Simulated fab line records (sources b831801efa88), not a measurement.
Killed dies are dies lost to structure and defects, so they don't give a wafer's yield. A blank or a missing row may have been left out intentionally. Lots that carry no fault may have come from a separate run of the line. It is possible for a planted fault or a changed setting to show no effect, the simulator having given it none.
fab line records	flow sfq_line
record lots=13	wafers=39	last_day=92
route steps=325 shown M7@283 M8@316
lots that met no fault: from a run of the same line without faults
start_h: hours from the record's first day to the start of the lot's first wafer shown	wait_h: hours elapsed since this lot's preceding step	" as in the row above	L1.1+2: a single row standing in for several wafers	- no value, or no start was given	* or withheld: withheld	< > ~ a bound
route shown NAME@n: NAME is a module with steps in the file, n the number in the route of the first one	usual: mean/standard deviation of fault-free wafers	same: alike in all rows	chamber/n: place in a boat	sites: readings site by site	_std_site: their standard deviation	_edge_site: the outer-site mean with the inner-site mean subtracted	radius_mm: how far each site lies from the wafer's centre	mask NAME#n: copy n	behind: the tool/chamber that last shaped the wafer	hold: the reason the lot was held/the length of the hold in hours/how it ended	device: whichever transistor did not switch (one of n, p or np)	end of line: the same wafers' tests at the end of the route	where a step has no rows: the recipe by itself	killed: dies that structure and defects cost at the first sort, which is not the same as the wafer's yield	map: dies across one wafer; x = killed, . = not, _ = none there
set.NAME: the setting that was run; set.NAME@STEP: the one run at that earlier step	model.NAME: the simulator's own value behind a step, which no gauge read
a sample of lots followed through the steps of the route, with each step as a table and each wafer as a row
services: the hour from which a tool's chamber was out of use, counted from the record's first day as start_h (under 0 if before that day), plus the number of hours and why
## steps
# step SFQ_M7_RS_MEAS_943
# recipe thk_meas_gauge=four-point-probe	reads=Nb_of_TRILAYER_M7_DEP_SPUTTER_175
# usual M7_NB_RS=0.894/0.0086
lot.wafer	tool	chamber	start_h	wait_h	M7_NB_RS[ohm/sq]
L288.2	film_metro-02	-	1630.55	0.1	0.887
L288.3	"	-	"	"	0.901
L288.4	"	-	"	"	0.897
L289.2	film_metro-04	-	1697.24	0.1	0.899
L289.3	"	-	"	"	0.893
L289.5	"	-	"	"	0.902
L290.3	film_metro-01	-	1700.24	0.1	0.894
L290.4	"	-	"	"	0.887
L290.6	"	-	"	"	0.894
L291.1	film_metro-02	-	1701.42	0.0	0.892
L291.2	"	-	"	"	0.898
L291.5	"	-	"	"	0.891
L300.3	film_metro-04	-	1884.42	0.1	0.899
L300.4	"	-	"	"	0.887
L300.6	"	-	"	"	0.894
L303.3	film_metro-02	-	1961.22	0.1	0.896
L303.4	"	-	"	"	0.904
L303.5	"	-	"	"	0.909
L304.1	film_metro-01	-	2096.07	0.0	0.901
L304.3	"	-	"	"	0.887
L304.6	"	-	"	"	0.905
L305.1	film_metro-04	-	2097.27	0.0	0.895
L305.3	"	-	"	"	0.903
L305.5	"	-	"	"	0.902
L306.1	film_metro-01	-	2118.18	0.0	0.900
L306.4	"	-	"	"	0.893
L306.5	"	-	"	"	0.885
L307.1	film_metro-01	-	2121.78	0.0	0.892
L307.3	"	-	"	"	0.902
L307.6	"	-	"	"	0.912
L308.2	film_metro-04	-	2125.40	0.1	0.884
L308.3	"	-	"	"	0.896
L308.4	"	-	"	"	0.881
L309.1	film_metro-01	-	2128.18	0.0	0.898
L309.3	"	-	"	"	0.901
L309.4	"	-	"	"	0.896
L310.2	film_metro-02	-	2131.97	0.1	0.900
L310.5	"	-	"	"	0.899
L310.6	"	-	"	"	0.889
# step SFQ_TRILAYER_M7_BARC_OPEN_METAL_ETCH_229
# recipe mask_material=PR	chemistry=O2	target_depth_nm=125	target=BARC	icp_w=600	bias_w=80	pressure_mtorr=10	time_s=41.7
# usual drypump_motor_current_A=6.0/0.36	oes_product_au=0.685/0.0043
lot.wafer	tool	chamber	start_h	wait_h	drypump_motor_current_A	oes_product_au	rf_hours_counter_h
L288.2	rie_metal-02	1	1648.31	0.0	5.9	0.681	66
L288.3	"	1	"	"	5.9	0.686	-
L288.4	"	0	"	"	6.2	0.683	-
L289.2	rie_metal-04	0	1805.37	0.0	6.4	0.683	112
L289.3	"	1	"	"	5.2	0.686	-
L289.5	"	0	"	"	6.4	0.675	-
L290.3	rie_metal-02	1	1806.71	0.0	5.9	0.684	-
L290.4	"	0	"	"	6.2	0.682	-
L290.6	"	0	"	"	6.3	0.685	-
L291.1	rie_metal-01	0	1807.89	0.0	5.9	0.685	77
L291.2	"	1	"	"	6.1	0.691	40
L291.5	"	1	"	"	6.1	0.685	-
L300.3	rie_metal-02	0	1886.88	0.1	6.3	0.686	-
L300.4	"	0	"	"	6.2	0.692	-
L300.6	"	0	"	"	6.3	0.685	-
L303.3	rie_metal-02	1	1963.86	0.0	5.9	0.685	-
L303.4	"	0	"	"	6.2	0.690	-
L303.5	"	1	"	"	5.9	0.684	-
L304.1	rie_metal-04	1	2099.74	0.0	5.2	0.684	15
L304.3	"	1	"	"	5.2	0.686	-
L304.6	"	0	"	"	6.4	0.688	-
L305.1	rie_metal-01	1	2100.94	0.0	6.1	0.684	77
L305.3	"	0	"	"	5.9	0.686	-
L305.5	"	0	"	"	6.0	0.682	-
L306.1	rie_metal-04	1	2124.73	0.0	5.1	0.684	18
L306.4	"	0	"	"	6.4	0.680	-
L306.5	"	1	"	"	5.1	0.686	-
L307.1	rie_metal-02	1	2190.44	0.0	5.9	0.677	10
L307.3	"	0	"	"	6.2	0.682	-
L307.6	"	1	"	"	5.9	0.689	-
L308.2	rie_metal-02	0	2192.84	0.0	6.3	0.679	51
L308.3	"	0	"	"	6.3	0.678	-
L308.4	"	1	"	"	5.9	0.683	-
L309.1	rie_metal-01	0	2194.04	0.0	6.0	0.678	124
L309.3	"	1	"	"	6.1	0.686	-
L309.4	"	0	"	"	5.9	0.683	-
L310.2	rie_metal-02	1	2197.64	0.0	5.9	0.689	11
L310.5	"	1	"	"	5.9	0.688	-
L310.6	"	0	"	"	6.3	0.680	-
# step SFQ_TRILAYER_M8_LITHO_PEB_196
# recipe peb_temp_c=115	peb_time_s=60	resist=KrF
# usual heater_power_total_W=79.15/0.066
lot.wafer	tool	chamber	start_h	wait_h	heater_power_total_W
L288.2	litho_track-01	0	1831.45	0.8	79.17
L288.3	"	0	"	"	79.17
L288.4	"	0	"	"	79.12
L289.2	litho_track-04	0	1904.69	0.8	79.21
L289.3	"	0	"	"	79.10
L289.5	"	0	"	"	79.22
L290.3	litho_track-01	0	1908.32	0.7	79.15
L290.4	"	0	"	"	79.15
L290.6	"	0	"	"	79.26
L291.1	litho_track-02	0	1909.47	1.0	79.19
L291.2	"	0	"	"	79.19
L291.5	"	0	"	"	79.15
L300.3	litho_track-02	0	1944.31	0.7	79.18
L300.4	"	0	"	"	79.11
L300.6	"	0	"	"	80.07
L303.3	litho_track-04	0	1974.96	0.7	79.11
L303.4	"	0	"	"	79.07
L303.5	"	0	"	"	79.05
L304.1	litho_track-01	0	2120.80	1.0	79.10
L304.3	"	0	"	"	79.16
L304.6	"	0	"	"	79.12
L305.1	litho_track-01	0	2122.00	1.0	79.24
L305.3	"	0	"	"	79.13
L305.5	"	0	"	"	79.26
L306.1	litho_track-02	0	2136.58	1.0	79.11
L306.4	"	0	"	"	79.05
L306.5	"	0	"	"	79.07
L307.1	litho_track-02	0	2202.67	1.0	79.20
L307.3	"	0	"	"	79.22
L307.6	"	0	"	"	79.28
L308.2	litho_track-01	0	2203.94	0.8	79.22
L308.3	"	0	"	"	79.14
L308.4	"	0	"	"	79.21
L309.1	litho_track-04	0	2207.51	1.0	79.18
L309.3	"	0	"	"	79.04
L309.4	"	0	"	"	79.25
L310.2	litho_track-01	0	2210.69	0.8	79.20
L310.5	"	0	"	"	79.14
L310.6	"	0	"	"	79.22
# step SFQ_M8_THK_MEAS_950
# recipe thk_meas_gauge=xrf	reads=Au_of_TRILAYER_M8_DEP_EVAP_196
# usual M8_AU_THK=177.3/2.3
lot.wafer	tool	chamber	start_h	wait_h	M8_AU_THK[nm]
L288.2	film_metro-04	-	1832.63	0.1	176.1
L288.3	"	-	"	"	178.8
L288.4	"	-	"	"	178.3
L289.2	film_metro-04	-	1905.87	0.1	178.0
L289.3	"	-	"	"	175.4
L289.5	"	-	"	"	175.0
L290.3	film_metro-03	-	1909.48	0.1	174.7
L290.4	"	-	"	"	175.4
L290.6	"	-	"	"	175.6
L291.1	film_metro-02	-	1910.66	0.1	178.9
L291.2	"	-	"	"	177.7
L291.5	"	-	"	"	182.8
L300.3	film_metro-03	-	1945.47	0.1	184.2
L300.4	"	-	"	"	180.5
L300.6	"	-	"	"	183.1
L303.3	film_metro-02	-	1976.13	0.1	180.1
L303.4	"	-	"	"	179.9
L303.5	"	-	"	"	181.1
L304.1	film_metro-03	-	2121.99	0.1	176.8
L304.3	"	-	"	"	176.4
L304.6	"	-	"	"	178.2
L305.1	film_metro-03	-	2123.19	0.1	177.6
L305.3	"	-	"	"	176.4
L305.5	"	-	"	"	180.5
L306.1	film_metro-04	-	2137.77	0.1	173.3
L306.4	"	-	"	"	176.2
L306.5	"	-	"	"	173.4
L307.1	film_metro-04	-	2203.86	0.1	175.7
L307.3	"	-	"	"	176.1
L307.6	"	-	"	"	176.7
L308.2	film_metro-03	-	2205.11	0.1	180.0
L308.3	"	-	"	"	175.0
L308.4	"	-	"	"	178.2
L309.1	film_metro-04	-	2208.70	0.1	178.2
L309.3	"	-	"	"	177.1
L309.4	"	-	"	"	180.1
L310.2	film_metro-04	-	2211.86	0.1	180.0
L310.5	"	-	"	"	177.5
L310.6	"	-	"	"	179.7
## services
tool	chamber	start_h	hours	kind
rie_metal-02	-	1678.56	2.8	pm
rie_metal-02	0	1755.02	-	clean
rie_metal-02	0	1755.02	-	consumable_replace:focus_ring
rie_metal-02	0	1755.02	18.1	scheduled_down
rie_metal-02	0	1755.02	18.1	vent_cycle
rie_metal-04	1	1791.19	2.4	repair
rie_metal-02	1	1880.71	16.5	repair
rie_metal-04	0	1902.97	-	clean
rie_metal-04	0	1902.97	-	consumable_replace:focus_ring
rie_metal-04	0	1902.97	21.1	scheduled_down
rie_metal-04	0	1902.97	21.1	vent_cycle
rie_metal-04	1	1914.99	2.4	repair
rie_metal-01	-	1921.96	1.4	pm
rie_metal-02	1	1925.76	20.1	repair
rie_metal-04	1	1928.42	-	clean
rie_metal-04	1	1928.42	-	consumable_replace:esc
rie_metal-04	1	1928.42	-	consumable_replace:focus_ring
rie_metal-04	-	2056.52	0.4	repair
rie_metal-02	1	2075.65	-	clean
rie_metal-02	1	2075.65	-	consumable_replace:focus_ring
rie_metal-02	1	2075.65	23.0	scheduled_down
rie_metal-02	1	2075.65	23.0	vent_cycle
rie_metal-01	-	2162.38	2.8	pm
rie_metal-01	1	2199.70	2.0	repair
## key
first_sign step=SFQ_TRILAYER_M8_LITHO_PEB_196	reading=heater_power_total_W	direction=up	sigmas=14	usual=79.15	struck=80.07
effect none on later readings
met_at SFQ_TRILAYER_M8_LITHO_PEB_196
struck_lots L300
struck_wafers L300.6
not_acting_at SFQ_M7_RS_MEAS_943,SFQ_TRILAYER_M7_BARC_OPEN_METAL_ETCH_229,SFQ_M8_THK_MEAS_950
onset_between 1909.47 1944.31
fault kind=process_parameter_drift	tool=litho_track-02	chamber=-	onset_h=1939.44	steps=SFQ_TRILAYER_M8_LITHO_PEB_196	channel=peb_time_s	offset=*	shape=step	end_h=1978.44	scope=struck_wafers_only	acts_in=*	stated=*
